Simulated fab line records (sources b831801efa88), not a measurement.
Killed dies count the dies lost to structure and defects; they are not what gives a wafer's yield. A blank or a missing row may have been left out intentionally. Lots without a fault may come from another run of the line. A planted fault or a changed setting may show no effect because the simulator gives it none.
Which tool was responsible? ; flow gf180mcu ; Sampling: 6 lots, 18 wafers, 5 of 602 route steps

== WHAT EACH GAUGE READ, for each wafer ==
GF_PASSIVATION_THK_MEAS_01.
lot;measured;on;PASSIVATION_CVD_00_THK (nm)
L348;day 29 11:55;film-metro-04;995 986 999
L351;day 30 00:38;film-metro-04;993 993 1008
L353;day 30 11:25;film-metro-02;973 999 994
L355;day 31 04:29;film-metro-02;986 1005 1013
L358;day 32 00:47;film-metro-04;998 1009 1007
L368;day 34 04:49;film-metro-02;972 972 996

== TOOL THAT RAN EACH LOT (tool first, then ch and the chambers of the sampled wafers, then the start) ==
lot;GF_V4_SPUTTER_21;GF_MIM_SPUTTER_00;GF_MIM_SPUTTER_02;GF_PASSIVATION_CVD_00
L348;pvd-sputter-04, day 25 22:43;pvd-sputter-01, day 25 23:24;pvd-sputter-01, day 25 23:32;pecvd-03 ch 0,1,2, day 29 11:50
L351;pvd-sputter-04, day 26 12:35;pvd-sputter-01, day 26 13:17;pvd-sputter-01, day 26 13:25;pecvd-01 ch 0,2, day 30 00:34
L353;pvd-sputter-04, day 27 02:06;pvd-sputter-02, day 27 02:47;pvd-sputter-02, day 27 02:55;pecvd-04 ch 0,1,2, day 30 11:19
L355;pvd-sputter-01, day 27 19:44;pvd-sputter-02, day 27 20:26;pvd-sputter-02, day 27 20:34;pecvd-01 ch 0,1,2, day 31 04:24
L358;pvd-sputter-01, day 28 18:45;pvd-sputter-01, day 28 19:27;pvd-sputter-01, day 28 19:35;pecvd-01 ch 0,2, day 32 00:43
L368;pvd-sputter-03, day 31 05:23;pvd-sputter-04, day 31 06:05;pvd-sputter-04, day 31 06:13;pecvd-04 ch 1,2, day 34 04:44
- GF_V4_SPUTTER_21: material Ti, target thk 15 nm, time 80.02 s.
- GF_MIM_SPUTTER_00: material Ti, target thk 37.5 nm, time 150 s.
- GF_MIM_SPUTTER_02: material AlCu, target thk 450 nm, time 23.9 s.
- GF_PASSIVATION_CVD_00: deposits SiO2 from TEOS, target thk 1000 nm, time 111.95 s.

== THE ANSWER, worked out from the rows above alone ==
Rule: the usual values come from the lots themselves. Put in order of their means at a reading, lots are off if they are a third of the lots or fewer, leave a main group of 4 or more, and stand apart from it by a gap of 3 or more times the standard deviation of the main group's means; of several such gaps the widest counts. If all means in a main group match to the digits the tables above print for the reading, that group is not used. A lot without any number at a reading at which 4 lots or more have one is off too. Any other lot the step has rows for is counted as sound.
None of the lots is off at any reading shown; this tells nothing.

== WHAT HAD BEEN PUT IN BY THE SIMULATOR ==
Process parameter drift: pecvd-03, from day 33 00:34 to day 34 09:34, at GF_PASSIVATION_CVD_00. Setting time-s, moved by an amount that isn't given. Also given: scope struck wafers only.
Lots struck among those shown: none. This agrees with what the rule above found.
